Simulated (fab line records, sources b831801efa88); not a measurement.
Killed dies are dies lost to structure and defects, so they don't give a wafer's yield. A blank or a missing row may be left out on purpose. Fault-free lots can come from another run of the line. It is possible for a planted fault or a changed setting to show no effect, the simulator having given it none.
fab line records	flow sky130
record lots=5	wafers=15	lastDay=50
route steps=708 shown FIELD_ISO@4 NWELL@32 DNWELL@35 PWDE@45 PAD_OPEN@708
lots that met no fault: from a run of the same line without faults
startH: hours from the record's opening day to when the first of the lot's shown wafers began	waitH: hours elapsed since this lot's preceding step	" same as the row above	L1.1+2: several wafers, shown together as one row	- no value, or no start was given	* or withheld: withheld	< > ~ a bound
route shown NAME@n: names a module that has steps shown in the file, with the first one's number in the route	usual: the fault-free wafers' mean and standard deviation	same: alike in all rows	chamber/n: place in a boat	sites: readings site by site	_std_site: how widely they spread, as a standard deviation	_edge_site: inner sites' mean taken away from outer sites' mean	radiusMm: how far each site lies from the wafer's centre	mask NAME#n: copy n	behind: the last tool/chamber to shape the wafer	hold: reason for holding the lot/hours on hold/outcome of the hold	device: which transistor (n, p or np) failed to switch	end of line: tests run on the same wafers once the route is complete	a step given without rows: its recipe and nothing more	killed: dies lost to structure and defects at the first sort, not the wafer's yield	map: dies across one wafer; x = killed, . = not, _ = none there
set.NAME: the setting that was run; set.NAME@STEP: the one run at that earlier step	model.NAME: the simulator's own value behind a step, which no gauge read
certain route steps with their lots: each step a table, each wafer a row
services: the hour from which a tool's chamber was out of use, counted from the record's first day as startH (under 0 if before that day), plus the number of hours and why
## steps
# step SKY_FIELD_ISO_CVD_03
# recipe material=Si3N4	precursor=DCS/NH3	targetThkNm=165	tempC=770	timeS=2830	pressureMtorr=250
# step SKY_FIELD_ISO_THK_MEAS_04
# recipe reads=Si3N4_of_FIELD_ISO_CVD_03
# usual FIELD_ISO_CVD_03_THK=164.8/1.7
lot.wafer	tool	chamber	startH	waitH	FIELD_ISO_CVD_03_THK[nm]
L162.2	filmMetro-02	-	19.57	0.0	164.3
L162.5	"	-	"	"	162.6
L162.6	"	-	"	"	164.7
L164.1	filmMetro-04	-	28.87	0.0	163.8
L164.4	"	-	"	"	164.5
L164.6	"	-	"	"	164.8
L173.2	filmMetro-02	-	73.78	0.0	164.8
L173.3	"	-	"	"	164.5
L173.4	"	-	"	"	164.8
L175.1	filmMetro-01	-	83.48	0.0	163.0
L175.3	"	-	"	"	161.7
L175.4	"	-	"	"	163.6
L183.1	filmMetro-04	-	127.30	0.0	163.7
L183.5	"	-	"	"	163.6
L183.6	"	-	"	"	163.5
# step SKY_FIELD_ISO_DEHYDRATE_05
# recipe tempC=200	timeS=60
# step SKY_FIELD_ISO_HMDS_06
# recipe primeTimeS=60	primeTempC=120
# step SKY_FIELD_ISO_COAT_07
# recipe resist=BARC	tempC=withheld	timeS=withheld	spinRpm=3000	resistThkNm=60
# step SKY_FIELD_ISO_COAT_08
# recipe resist=KrF-thick	spinRpm=3000	resistThkNm=450
# step SKY_FIELD_ISO_SOFTBAKE_09
# recipe tempC=100	timeS=90	resist=KrF-thick
# step SKY_FIELD_ISO_EXPOSE_10
# recipe maskId=FOM	na=0.68	sourceShape=annular	sigmaInner=0.4	sigmaOuter=0.8	targetCdNm=150	doseMj=28
# step SKY_FIELD_ISO_PEB_11
# recipe pebTempC=withheld	pebTimeS=withheld	resist=KrF-thick
# step SKY_FIELD_ISO_DEVELOP_12
# recipe developTimeS=60	resist=KrF-thick	devTempC=21
# step SKY_FIELD_ISO_CD_MEAS_13
# recipe targetCdNm=150
# usual cdNm=150.3/1.4
lot.wafer	tool	chamber	startH	waitH	cdNm
L162.2	cdSem-01	-	35.21	-	151.0
L162.5	"	-	"	"	149.4
L162.6	"	-	"	"	149.8
L164.1	cdSem-01	-	43.77	-	151.9
L164.4	"	-	"	"	152.5
L164.6	"	-	"	"	151.1
L173.2	cdSem-01	-	89.96	-	150.5
L173.3	"	-	"	"	150.2
L173.4	"	-	"	"	149.2
L175.1	cdSem-02	-	101.27	-	150.7
L175.3	"	-	"	"	151.4
L175.4	"	-	"	"	151.2
L183.1	cdSem-02	-	144.54	-	149.3
L183.5	"	-	"	"	149.0
L183.6	"	-	"	"	149.3
# step SKY_FIELD_ISO_ETCH_14
# recipe chemistry=N2/H2	target=BARC	ionEnergyEv=200	sourceW=493.9	biasW=100	pressureMtorr=30	n2FlowSccm=100	h2FlowSccm=200	stopOn=SiO2	timeS=45.9	targetDepthA=600
# usual drypumpMotorCurrentA=5.7/0.42	oesProductAu=0.855/0.0045	rfFwdPowerW=489.2/1.8	throttleValvePct=13.223/0.0092
lot.wafer	tool	chamber	startH	waitH	drypumpMotorCurrentA	oesProductAu	rfFwdPowerW	rfHoursCounterH	throttleValvePct
L162.2	rieDiel-04	2	35.31	0.1	5.5	0.850	489.7	58	13.219
L162.5	"	3	"	"	5.5	0.855	489.4	-	13.229
L162.6	"	2	"	"	5.5	0.853	488.0	-	13.240
L164.1	rieDiel-02	1	43.89	0.1	5.7	0.852	489.6	140	13.223
L164.4	"	3	"	"	6.1	0.846	490.9	3	13.227
L164.6	"	2	"	"	5.7	0.857	487.6	-	13.223
L173.2	rieDiel-02	2	90.06	0.1	5.7	0.861	487.6	5	13.223
L173.3	"	3	"	"	6.2	0.856	491.7	4	13.228
L173.4	"	0	"	"	6.0	0.850	490.4	6	13.228
L175.1	rieDiel-04	0	101.39	0.1	6.2	0.853	488.8	5	13.218
L175.3	"	3	"	"	5.5	0.855	489.9	5	13.219
L175.4	"	1	"	"	5.5	0.861	487.5	82	13.228
L183.1	rieDiel-02	0	144.66	0.1	6.0	0.852	491.6	7	13.235
L183.5	"	1	"	"	5.8	0.859	491.9	-	13.206
L183.6	"	0	"	"	6.0	0.856	491.2	-	13.212
# step SKY_FIELD_ISO_ETCH_15
# recipe chemistry=CHF3/O2	targetDepthNm=180	stopOn=Si	sourceW=600	biasW=200	pressureMtorr=40	chf3FlowSccm=50	O2_flow_sccm=5	timeS=72
# usual drypumpMotorCurrentA=5.7/0.41	oesProductAu=0.945/0.007	rfFwdPowerW=595.5/2.1	throttleValvePct=8.844/0.0093
lot.wafer	tool	chamber	startH	waitH	drypumpMotorCurrentA	oesProductAu	rfFwdPowerW	rfHoursCounterH	throttleValvePct
L162.2	rieDiel-04	2	35.35	0.0	5.4	0.943	595.3	58	8.843
L162.5	"	3	"	"	5.4	0.934	593.2	-	8.849
L162.6	"	2	"	"	5.4	0.955	593.9	-	8.840
L164.1	rieDiel-02	1	43.93	0.0	5.7	0.943	596.7	140	8.846
L164.4	"	3	"	"	6.1	0.940	594.8	3	8.837
L164.6	"	2	"	"	5.7	0.948	592.8	-	8.846
L173.2	rieDiel-02	2	90.10	0.0	5.7	0.941	592.9	5	8.848
L173.3	"	3	"	"	6.1	0.948	596.4	4	8.865
L173.4	"	0	"	"	6.0	0.942	598.1	6	8.834
L175.1	rieDiel-04	0	101.43	0.0	6.1	0.937	592.6	5	8.841
L175.3	"	3	"	"	5.4	0.939	598.7	5	8.857
L175.4	"	1	"	"	5.4	0.940	600.3	82	8.834
L183.1	rieDiel-02	0	144.70	0.0	6.0	0.944	599.1	7	8.845
L183.5	"	1	"	"	5.7	0.934	597.1	-	8.857
L183.6	"	0	"	"	6.0	0.944	599.0	-	8.840
# step SKY_FIELD_ISO_STRIP_16
# recipe chemistry=O2/N2	powerW=1400	pressureMtorr=1500	platenTempC=withheld	o2FlowSccm=3000	n2FlowSccm=300	overashFraction=0.5
# usual drypumpMotorCurrentA=6.0/0.36	oesProductAu=0.378/0.0053	stripTimeToEndpointS=3.55/0.033
lot.wafer	tool	chamber	startH	waitH	drypumpMotorCurrentA	oesProductAu	rfHoursCounterH	stripTimeToEndpointS
L162.2	plasmaAsher-04	0	35.40	0.0	5.7	0.386	20	3.55
L162.5	"	0	"	"	5.7	0.387	-	3.57
L162.6	"	1	"	"	6.1	0.371	-	3.53
L164.1	plasmaAsher-02	0	43.99	0.0	5.2	0.383	32	3.58
L164.4	"	0	"	"	5.3	0.379	-	3.58
L164.6	"	1	"	"	5.6	0.375	-	3.56
L173.2	plasmaAsher-04	1	90.15	0.0	6.1	0.373	26	3.54
L173.3	"	0	"	"	5.8	0.373	-	3.56
L173.4	"	1	"	"	6.1	0.376	-	3.51
L175.1	plasmaAsher-01	0	101.49	0.0	5.7	0.370	44	3.50
L175.3	"	0	"	"	5.7	0.381	-	3.55
L175.4	"	1	"	"	6.6	0.372	-	3.48
L183.1	plasmaAsher-01	1	144.75	0.0	6.6	0.388	50	3.54
L183.5	"	0	"	"	5.7	0.382	-	3.55
L183.6	"	1	"	"	6.6	0.381	-	3.54
# step SKY_FIELD_ISO_ETCH_17
# recipe targetDepthA=3420	maskMaterial=Si3N4	chemistry=HBr/Cl2/O2	target=Si	taperDeg=5	icpW=600	biasW=150	pressureMtorr=15	HBr_flow_sccm=150	Cl2_flow_sccm=40	O2_flow_sccm=6	timeS=97.7
# usual drypumpMotorCurrentA=5.7/0.55	oesProductAu=0.995/0.0089	rfFwdPowerW=596.7/2	throttleValvePct=25.659/0.01
lot.wafer	tool	chamber	startH	waitH	drypumpMotorCurrentA	oesProductAu	rfFwdPowerW	rfHoursCounterH	throttleValvePct
L162.2	rieSi-01	1	35.50	0.1	5.2	0.981	597.0	108	25.665
L162.5	"	2	"	"	6.2	1.000	596.6	-	25.688
L162.6	"	1	"	"	5.2	0.982	599.3	-	25.655
L164.1	rieSi-02	0	44.09	0.1	5.0	0.991	596.9	48	25.671
L164.4	"	2	"	"	5.2	0.993	596.2	52	25.657
L164.6	"	2	"	"	5.2	1.008	595.0	-	25.644
L173.2	rieSi-01	2	90.25	0.1	6.2	0.988	598.6	137	25.658
L173.3	"	0	"	"	6.0	1.001	593.0	0	25.647
L173.4	"	3	"	"	6.3	0.998	596.1	9	25.674
L175.1	rieSi-02	3	101.59	0.1	6.3	1.018	596.1	0	25.650
L175.3	"	0	"	"	5.0	0.976	596.7	48	25.665
L175.4	"	1	"	"	5.0	0.993	593.7	117	25.666
L183.1	rieSi-02	0	144.85	0.1	5.0	0.985	599.1	49	25.665
L183.5	"	2	"	"	5.2	0.993	596.0	-	25.666
L183.6	"	1	"	"	4.9	0.979	597.3	-	25.679
# step SKY_FIELD_ISO_WET_ETCH_18
# recipe chemistry=H3PO4	targetDepthNm=25	tempC=160	target=Si3N4	timeS=276.3
# step SKY_FIELD_ISO_CLEAN_19
# recipe chemistry=SC1/SC2	mix=1:4:20	tempC=70	timeS=150
# step SKY_FIELD_ISO_CLEAN_20
# recipe chemistry=dHF	timeS=20	dilution=100:1
# step SKY_FIELD_ISO_WET_ETCH_21
# recipe chemistry=dHF	dilution=100:1	targetDepthNm=20	dry=ipaMarangoni	target=SiO2	tempC=25	timeS=400
# step SKY_FIELD_ISO_OXIDATION_22
# recipe tempC=950	ambient=O2	stabiliseS=600	purgeS=300	targetThkA=100	oxTimeS=623
# step SKY_FIELD_ISO_THK_MEAS_23
# recipe reads=SiO2_of_FIELD_ISO_OXIDATION_22
# usual FIELD_ISO_OXIDATION_01_THK=10.06/0.2
lot.wafer	tool	chamber	startH	waitH	FIELD_ISO_OXIDATION_01_THK[nm]
L162.2	filmMetro-01	-	38.20	0.0	9.88
L162.5	"	-	"	"	10.00
L162.6	"	-	"	"	9.84
L164.1	filmMetro-01	-	46.25	0.0	10.35
L164.4	"	-	"	"	10.14
L164.6	"	-	"	"	10.26
L173.2	filmMetro-02	-	93.18	0.0	10.08
L173.3	"	-	"	"	10.00
L173.4	"	-	"	"	9.90
L175.1	filmMetro-04	-	104.33	0.0	10.27
L175.3	"	-	"	"	10.16
L175.4	"	-	"	"	10.08
L183.1	filmMetro-02	-	150.01	0.0	9.74
L183.5	"	-	"	"	9.88
L183.6	"	-	"	"	9.61
# step SKY_FIELD_ISO_CVD_24
# recipe material=SiO2	targetThkNm=595	tempC=650	sigmaOpenFrac=0.3	timeS=99.2	sih4FlowSccm=60	pressureMtorr=6
# step SKY_FIELD_ISO_THK_MEAS_25
# recipe reads=SiO2_of_FIELD_ISO_CVD_24
# usual FIELD_ISO_CVD_24_THK=596/5.9
lot.wafer	tool	chamber	startH	waitH	FIELD_ISO_CVD_24_THK[nm]
L162.2	filmMetro-04	-	38.33	0.0	583
L162.5	"	-	"	"	596
L162.6	"	-	"	"	596
L164.1	filmMetro-04	-	46.38	0.0	602
L164.4	"	-	"	"	597
L164.6	"	-	"	"	606
L173.2	filmMetro-01	-	93.31	0.0	607
L173.3	"	-	"	"	602
L173.4	"	-	"	"	604
L175.1	filmMetro-01	-	104.46	0.0	594
L175.3	"	-	"	"	593
L175.4	"	-	"	"	597
L183.1	filmMetro-01	-	150.14	0.0	604
L183.5	"	-	"	"	605
L183.6	"	-	"	"	602
# step SKY_FIELD_ISO_ANNEAL_26
# recipe tempC=1000	timeS=1800	ambient=N2
# step SKY_FIELD_ISO_CMP_27
# recipe stopOn=Si3N4	tOverpolishS=16	downForcePsi=4	platenRpm=60	targetThkNm=457.8	padVelocityMS=0.94248
# usual motorCurrentA=11.5/0.83	overpolishRunS=16.000/0.0091	timeToEndpointS=111/3.2
lot.wafer	tool	chamber	startH	waitH	motorCurrentA	overpolishRunS	timeToEndpointS
L162.2	cmp-02	1	42.27	0.1	10.4	15.999	111
L162.5	"	3	"	"	10.2	16.015	115
L162.6	"	0	"	"	11.2	16.004	112
L164.1	cmp-02	3	49.14	0.1	10.3	15.993	113
L164.4	"	0	"	"	11.5	16.001	109
L164.6	"	3	"	"	10.1	16.001	111
L173.3	cmp-01	0	96.06	0.0	11.1	16.004	114
L173.2	"	1	"	"	12.6	16.003	111
L173.4	"	3	"	"	11.9	15.993	111
L175.1	cmp-02	0	107.17	0.0	11.2	16.008	107
L175.4	"	1	"	"	11.0	15.990	107
L175.3	"	2	"	"	12.6	15.994	109
L183.1	cmp-02	2	153.00	0.1	13.9	15.995	117
L183.6	"	0	"	"	10.8	16.005	107
L183.5	"	1	"	"	11.0	16.005	113
# step SKY_FIELD_ISO_WET_ETCH_28
# recipe chemistry=dHF	targetDepthNm=23.7	target=SiO2	dilution=10:1	tempC=25	timeS=47
# step SKY_FIELD_ISO_WET_ETCH_29
# recipe chemistry=H3PO4	targetDepthNm=160	target=Si3N4	tempC=160	timeS=1825
# step SKY_FIELD_ISO_WET_ETCH_30
# recipe chemistry=dHF	targetDepthNm=25	target=SiO2	dilution=10:1	tempC=25	timeS=50
# step SKY_NWELL_CLEAN_00
# recipe chemistry=SC1/SC2	mix=1:4:20	tempC=70	timeS=150	dry=n2Spin
# step SKY_NWELL_OXIDATION_01
# recipe tempC=900	ambient=O2	stabiliseS=600	purgeS=300	targetThkA=100	oxTimeS=1418
# step SKY_NWELL_THK_MEAS_02
# recipe reads=SiO2_of_NWELL_OXIDATION_01
# usual NWELL_OXIDATION_THK=10.02/0.18
lot.wafer	tool	chamber	startH	waitH	NWELL_OXIDATION_THK[nm]
L162.2	filmMetro-03	-	45.08	0.0	9.96
L162.5	"	-	"	"	9.68
L162.6	"	-	"	"	9.92
L164.1	filmMetro-03	-	52.21	0.0	9.87
L164.4	"	-	"	"	9.58
L164.6	"	-	"	"	9.70
L173.2	filmMetro-04	-	100.15	0.0	10.02
L173.3	"	-	"	"	10.04
L173.4	"	-	"	"	10.05
L175.1	filmMetro-04	-	109.95	0.0	10.27
L175.3	"	-	"	"	10.07
L175.4	"	-	"	"	10.16
L183.1	filmMetro-04	-	156.83	0.0	10.07
L183.5	"	-	"	"	10.14
L183.6	"	-	"	"	10.15
# step SKY_DNWELL_DEHYDRATE_00
# recipe tempC=200	timeS=60
# step SKY_DNWELL_HMDS_01
# recipe primeTimeS=60	primeTempC=120
# step SKY_DNWELL_COAT_02
# recipe spinRpm=2000	resistThkNm=3000
# step SKY_DNWELL_SOFTBAKE_03
# recipe tempC=110	timeS=withheld
# step SKY_DNWELL_EXPOSE_04
# recipe maskId=DNM	na=0.57	targetCdNm=3000	doseMj=222
# step SKY_DNWELL_PEB_05
# recipe tempC=115	timeS=withheld
# step SKY_DNWELL_DEVELOP_06
# recipe wallAngleDeg=90	developer=TMAH	developTimeS=60	devTempC=23
# step SKY_DNWELL_IMPLANT_07
# recipe species=P	energyKev=withheld	doseCm2=withheld	tiltDeg=withheld
# step SKY_DNWELL_STRIP_08
# recipe chemistry=O2/N2	powerW=1400	pressureMtorr=1500	platenTempC=withheld	o2FlowSccm=3000	n2FlowSccm=300	overashFraction=0.5
# usual drypumpMotorCurrentA=5.9/0.37	oesProductAu=0.722/0.0044	stripTimeToEndpointS=36.91/0.11
lot.wafer	tool	chamber	startH	waitH	drypumpMotorCurrentA	oesProductAu	rfHoursCounterH	stripTimeToEndpointS
L162.2	plasmaAsher-01	0	61.12	0.1	5.7	0.724	40	36.92
L162.5	"	0	"	"	5.7	0.721	-	36.94
L162.6	"	1	"	"	6.6	0.722	-	36.92
L164.1	plasmaAsher-04	0	68.39	0.1	5.7	0.727	23	36.72
L164.4	"	1	"	"	6.1	0.725	-	36.85
L164.6	"	1	"	"	6.1	0.723	-	36.84
L173.2	plasmaAsher-03	0	118.09	0.1	5.3	0.728	46	36.86
L173.3	"	0	"	"	5.3	0.726	-	36.83
L173.4	"	1	"	"	5.7	0.725	-	36.71
L175.1	plasmaAsher-03	1	128.67	0.1	5.7	0.716	48	36.86
L175.3	"	0	"	"	5.3	0.719	-	36.84
L175.4	"	1	"	"	5.7	0.722	-	36.83
L183.1	plasmaAsher-01	1	176.84	0.1	6.6	0.730	53	36.73
L183.5	"	1	"	"	6.5	0.716	-	36.79
L183.6	"	0	"	"	5.7	0.726	-	36.89
# step SKY_DNWELL_TW_MEAS_09
# usual DNWELL_TW=1112/7.5
lot.wafer	tool	chamber	startH	waitH	DNWELL_TW
L162.2	filmMetro-01	-	61.23	0.1	1116
L162.5	"	-	"	"	1113
L162.6	"	-	"	"	1109
L164.1	filmMetro-01	-	68.49	0.1	1103
L164.4	"	-	"	"	1106
L164.6	"	-	"	"	1111
L173.2	filmMetro-01	-	118.20	0.1	1101
L173.3	"	-	"	"	1101
L173.4	"	-	"	"	1106
L175.1	filmMetro-03	-	128.77	0.1	1117
L175.3	"	-	"	"	1119
L175.4	"	-	"	"	1114
L183.1	filmMetro-01	-	176.94	0.1	1122
L183.5	"	-	"	"	1124
L183.6	"	-	"	"	1123
# step SKY_PWDE_DEHYDRATE_00
# recipe tempC=200	timeS=60
# step SKY_PAD_OPEN_PROBE_99
# usual killed_at_M0_to_M3=43/6.9	killed_at_M4_up=3.1/1.9	killedAtContacts=24/5.4	killedAtFrontEnd=14/4.3	killedAtOther=0.3/0.53	killedDies=84/9.5	killedOpen=46/6.8	killedShort=38/6
# same grossDies=492	killedAtBackSide=0
lot.wafer	tool	chamber	startH	waitH	killed_at_M0_to_M3	killed_at_M4_up	killedAtContacts	killedAtFrontEnd	killedAtOther	killedDies	killedOpen	killedShort
L173.2	prober-02	-	1143.81	0.1	44	11	22	11	0	88	46	41
L173.3	prober-02	-	1143.86	0.2	45	2	25	15	0	87	51	34
L173.4	prober-02	-	1143.91	0.2	44	2	19	18	0	83	46	36
L175.4	prober-01	-	1171.87	0.2	48	4	26	49	2	129	52	44
# killed by level:class
L173.2 VIA1:geometricParticle:open=13 METAL4:geometricParticle:short=8 CONTACT:geometricParticle:open=7 METAL2:geometricParticle:short=7 VIA2:geometricParticle:open=6 LI_CONTACT:geometricParticle:open=5 VIA3:geometricParticle:open=4 METAL3:geometricParticle:short=4
L173.3 VIA1:geometricParticle:open=14 CONTACT:geometricParticle:open=13 CONTACT:geometricParticle:short=7 VIA1:geometricParticle:short=7 VIA3:geometricParticle:open=6 METAL2:geometricParticle:short=6 VIA2:geometricParticle:open=5 POLY_GATE:geometricParticle:open=4
L173.4 VIA1:geometricParticle:open=14 CONTACT:geometricParticle:open=10 FIELD_ISO:geometricParticle:short=5 VIA1:geometricParticle:short=5 METAL2:geometricParticle:short=5 VIA3:geometricParticle:open=5 FIELD_ISO:geometricParticle:open=4 LI_CONTACT:geometricParticle:open=4
L175.4 FIELD_ISO:unspecified=33 VIA1:geometricParticle:open=12 VIA3:geometricParticle:open=9 VIA2:geometricParticle:open=8 LI_CONTACT:geometricParticle:open=7 CONTACT:geometricParticle:open=7 FIELD_ISO:geometricParticle:short=6 METAL2:geometricParticle:short=6
# map L175.4 (x killed, . not)
__________x....x..xx_________
________......x..xxxxx_______
______..x.x.x.....xxxxxx_____
_____.x.....x.x...xxxxxxx____
____....x..........xxxxxxx___
___.........xx...xxxxxxxx.x__
__...xx.x.......x....xxx..x._
_..x...x....x...x.x.........x
_....xx.x....x..x..xxx..x...x
_xx..............xx.....x....
_x.xxx.............x.xx......
_......x.xxx.x..x......x..xx.
_.x...x......xxx..x...x...xx.
_.....x....x..x.........x...x
_........x.x....x......xx....
__..x..........xx..........._
___x...........x.....x...x.__
____xx.........x..........___
_____...............x.x.x____
______....xx............_____
________..x..........._______
__________x........._________
# map L162.2 (x killed, . not)
__________........x._________
________x..x...x.x...._______
______x..x.x......x...x._____
_____........x...x..x..x.____
____.....x...x...x....x...___
___...x....x........xxx....__
__.........x...x....x.x...x._
_..x........x...x..x.......x.
_.x..x...x...x.....xx.xx.....
_...xx............x.........x
_.x..x.xx.............x.x.x..
_x..x..x....x...xx...xx...x..
_......xxx...x....x..x.xxx...
_........x.x....x..x..x.x....
_......xx..x.............x.x.
__xx..x....xx.....xx.....x.x_
___.............x..x...x...__
____x.........x.x....x.x..___
_____x.x.x........x.x..x.____
______.x....x..........x_____
________.x...x.......x_______
__________....x..x.x_________
## services
tool	chamber	startH	hours	kind
rieSi-01	2	13.59	6.4	repair
plasmaAsher-02	-	23.32	0.4	repair
rieDiel-02	-	24.67	0.5	repair
rieDiel-04	1	30.33	5.3	repair
plasmaAsher-02	-	31.32	2.8	pm
cmp-01	-	57.31	3.2	repair
cmp-02	-	64.00	4.0	pm
plasmaAsher-03	-	64.41	0.9	repair
cmp-02	-	68.00	-	consumableReplace:conditioner
plasmaAsher-02	-	75.86	73.9	repair
plasmaAsher-01	-	80.70	6.3	repair
cmp-02	-	82.85	0.5	repair
cmp-02	-	85.81	0.9	repair
cmp-02	-	97.75	1.0	repair
rieDiel-02	-	100.20	2.8	pm
rieDiel-04	1	103.29	6.7	repair
rieDiel-04	0	119.15	14.3	repair
plasmaAsher-04	-	123.31	2.0	repair
rieDiel-04	2	125.97	5.7	repair
plasmaAsher-04	-	129.92	0.5	repair
rieDiel-02	3	146.37	32.4	repair
plasmaAsher-02	-	149.79	9.0	pm
rieDiel-04	3	171.24	3.9	repair
cmp-02	-	173.82	5.5	pm
## key
firstSign step=SKY_PAD_OPEN_PROBE_99	reading=killedAtFrontEnd	direction=up	sigmas=8.1	usual=14	struck=49
effect step=SKY_PAD_OPEN_PROBE_99	reading=killedDies	direction=up	sigmas=4.8	usual=84	struck=129
metAt SKY_FIELD_ISO_ETCH_15
struckWafers L175.4
testerLeftOut L175
fault kind=chamberParticleSource	tool=rieDiel-04	chamber=1	onsetH=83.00	steps=SKY_FIELD_ISO_ETCH_15	ratePerVisitCm2=1.1285	endH=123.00
# testerLeftOut: of these lots the tester's yield and bins aren't shown, on N5 and GAA mostly nor the transistor test; their killed dies are dies lost to structure and defects alone, not to doping, threshold or leakage, so they don't give the yield
